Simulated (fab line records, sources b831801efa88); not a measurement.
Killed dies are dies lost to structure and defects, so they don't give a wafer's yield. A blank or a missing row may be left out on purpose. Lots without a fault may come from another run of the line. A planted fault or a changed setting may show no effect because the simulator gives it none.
One fault seen from 2 desks | flow sky130 | each desk has only its own numbers; what lay behind them comes last

THE METROLOGY DESK
What the gauges read, lot by lot, whatever tool the lot ran on: means of the sampled wafers that have a number. A lot is out of limits, marked OUT, if its mean lies more than 4 standard deviations from the usual mean; the brackets give that distance.
Columns: A = VIA2_HDPCVD_THK at SKY_VIA2_THK_MEAS_01, usual 1176 nm
lot  | first seen here | A
L531 | day 35 13:17    | 1183
L532 | day 35 18:31    | 1179
L534 | day 36 14:44    | 1178
L535 | day 37 03:45    | 1184
L538 | day 37 14:23    | 1177
L540 | day 38 09:30    | 1173
L541 | day 38 12:48    | 1189
L544 | day 39 15:29    | 1192
L545 | day 39 17:30    | 1166
L549 | day 41 03:08    | 1168
L553 | day 41 21:59    | 1178
This desk's finding: nothing out of limits on any of the 11 lots.

THE TOOL OWNER'S DESK: krf_scanner-01
The tool's own readings at SKY_METAL2_EXPOSE_12 (exposes mask MM2, target cd 140 nm): means of the sampled wafers that have a number, for each lot that ran on this tool. A lot is out of limits, marked OUT, if its mean lies more than 4 standard deviations from the usual mean; the brackets give that distance.
Columns: A = exposure_dose_mJ_cm2 at SKY_METAL2_EXPOSE_12, usual 28.005; B = focus_offset_nm at SKY_METAL2_EXPOSE_12, usual 0.0 nm
lot  | first seen here | A                | B
L531 | day 34 23:41    | 28.044           | 0.0
L538 | day 37 00:05    | 27.993           | 0.1
L540 | day 37 19:30    | 28.057           | -0.0
L541 | day 37 23:01    | 28.592 (+20) OUT | -0.3
L545 | day 39 04:17    | 28.494 (+17) OUT | -0.1
This desk's finding: out of limits on L541, L545; first on L541, day 37 23:01 (exposure_dose_mJ_cm2 at SKY_METAL2_EXPOSE_12). In limits: L531, L538, L540.

PUT TOGETHER
The tool owner's desk could have raised an alarm at day 37 23:01, on L541, L545.
The metrology desk saw nothing out of limits.
The metrology desk has L541, L545 on record, within its limits.
Of the lots named, all ran SKY_METAL2_EXPOSE_12 on krf_scanner-01.

WHAT THE SIMULATOR HAD PUT IN
Process parameter drift: krf_scanner-01, from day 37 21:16 on, at SKY_METAL2_EXPOSE_12. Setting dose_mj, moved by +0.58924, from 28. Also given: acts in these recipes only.
Lots struck among those shown: L541, L545.
Hours from the fault's start to each desk's first reading out of limits: the tool owner's desk, 2.
